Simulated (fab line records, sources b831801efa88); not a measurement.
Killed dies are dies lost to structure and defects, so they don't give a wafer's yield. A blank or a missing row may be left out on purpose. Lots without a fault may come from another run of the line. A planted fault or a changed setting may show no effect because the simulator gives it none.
Chamber matching | flow gf180mcu | GF_V4_CVD_02 on pecvd-04: 3 sister chambers
The step deposits SiO2 from TEOS, target thk 850 nm, time 94.851 s. 6 wafers are shown with their chamber, then 7 later ones without.

WAFERS WITH THEIR CHAMBER
wafer  | chamber | heater_power_w (W) | heater_power_outer_w (W)
L305.4 | 1       | 725                | 445
L306.4 | 0       | 626                | 340
L308.2 | 2       | 708                | 466
L308.4 | 0       | 547                | 297
L308.6 | 1       | 705                | 411
L311.3 | 2       | 685                | 444

WAFERS WITHOUT THEIR CHAMBER
wafer  | heater_power_w (W) | heater_power_outer_w (W)
L311.4 | 583                | 361
L311.5 | 676                | 379
L312.1 | 658                | 420
L312.5 | 540                | 291
L312.6 | 705                | 452
L319.3 | 615                | 342
L319.6 | 697                | 432

WHICH CHAMBER EACH WENT THROUGH
wafer  | from the rows above          | in truth
L311.4 | 0                            | 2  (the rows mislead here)
L311.5 | can't be placed: 1 or 2 or 0 | 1
L312.1 | can't be placed: 1 or 2      | 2
L312.5 | 0                            | 0
L312.6 | can't be placed: 2 or 1      | 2
L319.3 | 0                            | 0
L319.6 | can't be placed: 1 or 2      | 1
Placed correctly: 2 of 7. Can't be placed from these rows: 4 (the true chamber is among the candidates in 4). Placed wrongly: 1.
How it was worked out, from the rows above alone: a wafer's distance from a chamber is the root of the sum, over the readings, of the square of ((its reading less the chamber's mean) divided by the reading's scatter). The wafer belongs to the nearest chamber; if the next one is less than 2 further off, it can't be placed. A chamber's mean is the mean of its shown wafers. The scatter: the root of (the sum of the squares of (reading less its chamber's mean) over the shown wafers, divided by (wafers less chambers)).
